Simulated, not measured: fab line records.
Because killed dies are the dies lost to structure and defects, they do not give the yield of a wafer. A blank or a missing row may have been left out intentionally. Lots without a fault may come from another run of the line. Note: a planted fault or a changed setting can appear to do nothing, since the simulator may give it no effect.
Split-lot experiment ; flow sky130 ; 27 wafers read from 5 lots, route of 708 steps

== ON THE SPLIT ==
At SKY_CAP2M_DEVELOP_11 (develop time 60 s), the setting develop-time-s was moved away from the recipe's 60 s on 12 of the 27 wafers read, by -50.8% to +45.9%. For the rest of the wafers, this setting stayed at what the recipe calls for.

No step appears in the file between the split and the reading.

== THE READING ==
CAP2M.cd-nm (the simulator's own value, which no gauge read), in nm, at SKY_CAP2M_METAL_ETCH_13 (etches TiN in Cl2/BCl3, stops on SiO2, target depth 220 nm, time 62.9 s). There is no usual value for it anywhere in the file. Here, 15 wafers ran the recipe; their average is 1000.5 nm with a standard deviation of 1.3 nm.

wafer;tool, chamber at the split;develop-time-s as run, s;against the recipe;CAP2M.cd-nm, nm;against lot-mates on the recipe
L074.1;litho-track-03, 0;60;recipe;1001;-
L074.4;litho-track-03, 0;60;recipe;1001;-
L074.5;litho-track-03, 0;60;recipe;1001;-
L074.2;litho-track-03, 0;29.49;-50.8%;1078;+77.0
L074.3;litho-track-03, 0;29.49;-50.8%;1080;+79.0
L074.6;litho-track-03, 0;29.49;-50.8%;1080;+79.0
L075.1;litho-track-03, 0;86.76;+44.6%;965.9;-33.4
L075.2;litho-track-03, 0;60;recipe;998.5;-
L075.3;litho-track-03, 0;86.76;+44.6%;968;-31.3
L075.4;litho-track-03, 0;86.76;+44.6%;965.3;-34.0
L075.5;litho-track-03, 0;60;recipe;1000;-
L075.6;litho-track-03, 0;60;recipe;999.4;-
L077.4;litho-track-03, 0;60;recipe;1001;-
L077.5;litho-track-03, 0;60;recipe;1002;-
L077.6;litho-track-03, 0;60;recipe;1000;-
L079.1;litho-track-04, 0;87.56;+45.9%;968;-34.0
L079.2;litho-track-04, 0;60;recipe;1003;-
L079.3;litho-track-04, 0;60;recipe;1002;-
L079.4;litho-track-04, 0;87.56;+45.9%;967.4;-34.6
L079.5;litho-track-04, 0;60;recipe;1001;-
L079.6;litho-track-04, 0;87.56;+45.9%;968.8;-33.2
L084.1;litho-track-03, 0;60;recipe;999.3;-
L084.2;litho-track-03, 0;60;recipe;1000;-
L084.3;litho-track-03, 0;76.15;+26.9%;977.6;-21.5
L084.4;litho-track-03, 0;76.15;+26.9%;979.7;-19.4
L084.5;litho-track-03, 0;60;recipe;997.9;-
L084.6;litho-track-03, 0;76.15;+26.9%;979.9;-19.2

FIT RESULTS
A straight line over all 27 wafers: CAP2M.cd-nm changes by -1.09 nm for each +1% of develop-time-s; r = -0.96; the points scatter about the line by 9.2 nm.
The same after taking each lot's own level away (the mean of its wafers on the recipe; 27 wafers): -1.08 nm for each +1%; r = -0.96; scatter 9 nm.
The reading moves by 55 nm for the largest change in develop-time-s, on that fit.
The span of the lots' own levels, 999.07 to 1002.00 nm, comes to 2.2 times the standard deviation stated above.
So the lot-to-lot level changes the slope little: the two slopes agree.
Check: with one of the wafers moved furthest among these (-50.8%) left out of the fit, the line predicts +58.4 nm for it against its lot-mates. It came out at +77 nm against them.

== THESE WAFERS: OTHER SPLITS ==
Other splits were also applied to these wafers ahead of the reading. Each is held against what the fit with the lots' levels taken away leaves over:
other split on the same wafers;wafers away from the commonest value;r with CAP2M.cd-nm (lot level and that fit taken away)
SKY_METAL3_ETCH_16 time-s;9;-0.37

== THE FILE'S OWN FIT ==
CAP2M.cd-nm changes by -1.02 nm for each +1% of develop-time-s, r = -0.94.
